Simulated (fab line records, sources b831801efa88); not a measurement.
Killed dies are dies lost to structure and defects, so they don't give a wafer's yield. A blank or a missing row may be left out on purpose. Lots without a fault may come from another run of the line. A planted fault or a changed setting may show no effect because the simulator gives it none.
Tool commonality check | flow sky130 | 15 lots, 45 wafers sampled

WHY IT WAS OPENED
At SKY_VT_ADJUST_NCORE_TW_MEAS_11 the reading VT_ADJUST_NCORE_TW is flagged on 3 of 15 lots. Wafers without a fault read 216.4, standard deviation 1.1.
Rule: a lot is flagged when every wafer of it that has a number lies more than 4 standard deviations from that mean, or none has a number. The other lots count as sound.

lot  | measured     | on            | VT_ADJUST_NCORE_TW, wafer by wafer | flag
L295 | day 9 08:54  | film_metro-02 | 216.4 216.1 216.4                  |
L297 | day 9 19:34  | film_metro-03 | 217.2 216.8 217.8                  |
L296 | day 9 19:36  | film_metro-01 | 214.0 213.2 215.1                  |
L298 | day 10 02:28 | film_metro-03 | 216.0 217.0 216.6                  |
L300 | day 10 11:55 | film_metro-01 | 215.3 217.1 215.5                  |
L301 | day 10 15:07 | film_metro-02 | 216.9 217.6 216.4                  |
L303 | day 11 06:34 | film_metro-02 | 215.4 216.5 215.7                  |
L304 | day 11 09:30 | film_metro-01 | 154.9 155.1 154.3                  | FLAGGED
L305 | day 11 19:43 | film_metro-02 | 156.8 156.0 157.0                  | FLAGGED
L306 | day 12 04:27 | film_metro-01 | 156.1 153.8 155.4                  | FLAGGED
L312 | day 13 19:35 | film_metro-01 | 217.4 216.9 216.2                  |
L314 | day 14 14:18 | film_metro-01 | 214.9 214.9 215.9                  |
L315 | day 14 17:03 | film_metro-03 | 215.9 215.8 216.0                  |
L316 | day 15 04:19 | film_metro-01 | 219.7 218.9 218.8                  |
L317 | day 15 11:41 | film_metro-02 | 216.1 216.7 216.1                  |
The numbers of the flagged lots are 155.5 on average: -60.9 against the usual, or -55 standard deviations.

WHICH TOOL RAN EACH LOT
The record holds 1 process step before the reading, out of a route of 708 steps. In each cell: the tool, then ch and the chambers that the sampled wafers went through, then the start.
lot  | flag    | SKY_VT_ADJUST_NCORE_IMPLANT_09
L295 |         | implanter-04 ch 0, day 9 08:39
L297 |         | implanter-01 ch 0, day 9 19:21
L296 |         | implanter-02 ch 0, day 9 19:21
L298 |         | implanter-01 ch 0, day 10 02:14
L300 |         | implanter-02 ch 0, day 10 11:41
L301 |         | implanter-02 ch 0, day 10 14:54
L303 |         | implanter-01 ch 0, day 11 06:20
L304 | FLAGGED | implanter-02 ch 0, day 11 09:15
L305 | FLAGGED | implanter-02 ch 0, day 11 19:30
L306 | FLAGGED | implanter-02 ch 0, day 12 04:12
L312 |         | implanter-04 ch 0, day 13 19:22
L314 |         | implanter-02 ch 0, day 14 14:03
L315 |         | implanter-01 ch 0, day 14 16:48
L316 |         | implanter-01 ch 0, day 15 04:05
L317 |         | implanter-02 ch 0, day 15 11:29
What these steps do:
- SKY_VT_ADJUST_NCORE_IMPLANT_09
- SKY_VT_ADJUST_NCORE_TW_MEAS_11

FLAGGED OVER TOTAL, TOOL BY TOOL (the gauges that took the reading come last)
step                           | tool          | lots run | flagged | share of the flagged lots | sound lots run after its first flagged lot
SKY_VT_ADJUST_NCORE_IMPLANT_09 | implanter-01  | 5        | 0       | none                      | -
SKY_VT_ADJUST_NCORE_IMPLANT_09 | implanter-02  | 8        | 3       | all                       | 2 (L314,L317)
SKY_VT_ADJUST_NCORE_IMPLANT_09 | implanter-04  | 2        | 0       | none                      | -
SKY_VT_ADJUST_NCORE_TW_MEAS_11 | film_metro-01 | 7        | 2       | some                      | 3 (L312,L314,L316)
SKY_VT_ADJUST_NCORE_TW_MEAS_11 | film_metro-02 | 5        | 1       | some                      | 1 (L317)
SKY_VT_ADJUST_NCORE_TW_MEAS_11 | film_metro-03 | 3        | 0       | none                      | -

WHAT THE TABLE ALLOWS
1 row of the table ran every flagged lot: implanter-02 at SKY_VT_ADJUST_NCORE_IMPLANT_09.
- implanter-02 at SKY_VT_ADJUST_NCORE_IMPLANT_09: 3 of its 8 lots flagged. Sound lots ran on it after the first flagged one (L314, L317), which a lasting fault on the whole tool wouldn't allow. Its own readings lie more than 4 standard deviations out on every wafer of the flagged lots: dose_ions_cm2, faraday_current_uA.
No row of the table ran every flagged lot and no sound lot after the first.

WHAT THE SIMULATOR HAD PUT IN
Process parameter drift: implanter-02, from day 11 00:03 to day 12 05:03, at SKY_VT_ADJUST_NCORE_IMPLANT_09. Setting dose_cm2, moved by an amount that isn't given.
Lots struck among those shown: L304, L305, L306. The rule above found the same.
